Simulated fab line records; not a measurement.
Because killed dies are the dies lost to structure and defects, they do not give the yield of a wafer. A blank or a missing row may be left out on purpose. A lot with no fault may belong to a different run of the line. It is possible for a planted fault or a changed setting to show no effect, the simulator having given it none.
A single fault, viewed from 2 desks + flow sky130 + numbers are kept per desk, each desk with only its own; the story behind them comes last

== THE METROLOGY DESK ==
What the gauges read, lot by lot, whatever tool the lot ran on: means of the sampled wafers that have a number. Any lot whose mean is over 4 standard deviations away from the usual mean is out of limits and marked OUT; that distance is given in the brackets.
Columns: A = POLY_GATE_OVL at SKY_POLY_GATE_OVL_MEAS_14, usual 1 nm; B = LDD_HVN_OVL at SKY_LDD_HVN_OVL_MEAS_07, usual -0.7 nm
| lot  | first seen here | A  | B    |
|------|-----------------|----|------|
| L443 | day 16 19:52    | -5 | -0.8 |
| L445 | day 17 15:07    | 4  | -0.6 |
| L447 | day 18 04:13    | 0  | -2.7 |
| L453 | day 20 08:10    | 0  | -1.5 |
| L452 | day 20 09:58    | 4  | -1.1 |
| L454 | day 20 18:58    | -0 | 0.1  |
| L457 | day 21 22:18    | -4 | -0.3 |
| L458 | day 22 12:36    | 6  | 0.2  |
| L460 | day 22 19:04    | 1  | -1.6 |
| L461 | day 23 06:20    | 3  | -3.2 |
| L463 | day 23 23:19    | 3  | 0.5  |
| L464 | day 24 14:04    | -4 | -0.5 |
Result from this desk: across the 12 lots, nothing is out of limits.

== TOOL OWNER'S DESK, lithoTrack-01 ==
The tool's own readings at SKY_VIA3_COAT_06 (resist thk 60 nm): means of the sampled wafers that have a number, for each lot that ran on this tool. Any lot whose mean is over 4 standard deviations away from the usual mean is out of limits and marked OUT; that distance is given in the brackets.
Columns: A = spinSpeedRpm at SKY_VIA3_COAT_06, usual 3000.4 rpm
| lot  | first seen here | A                |
|------|-----------------|------------------|
| L443 | day 39 12:09    | 3000.0           |
| L452 | day 42 10:05    | 3119.4 (+50) OUT |
| L454 | day 42 14:36    | 3116.0 (+48) OUT |
Finding of this desk: L452, L454 out of limits; the first was L452 at day 42 10:05, on spinSpeedRpm at SKY_VIA3_COAT_06. L443 stayed within limits.

== PUT TOGETHER ==
The tool owner's desk had the chance to raise an alarm at day 42 10:05 on L452, L454.
The metrology desk saw nothing out of limits.
The metrology desk holds a record of L452, L454, inside its limits.
SKY_VIA3_COAT_06 was run on lithoTrack-01 by each of the lots named.

== WHAT WAS PUT IN BY THE SIMULATOR ==
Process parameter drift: lithoTrack-01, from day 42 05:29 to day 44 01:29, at SKY_VIA3_COAT_06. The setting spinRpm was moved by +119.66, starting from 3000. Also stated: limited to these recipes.
Lots struck among those shown: L452, L454.
Time in hours from fault onset to the first out-of-limits reading at each desk: the tool owner's desk, 5.
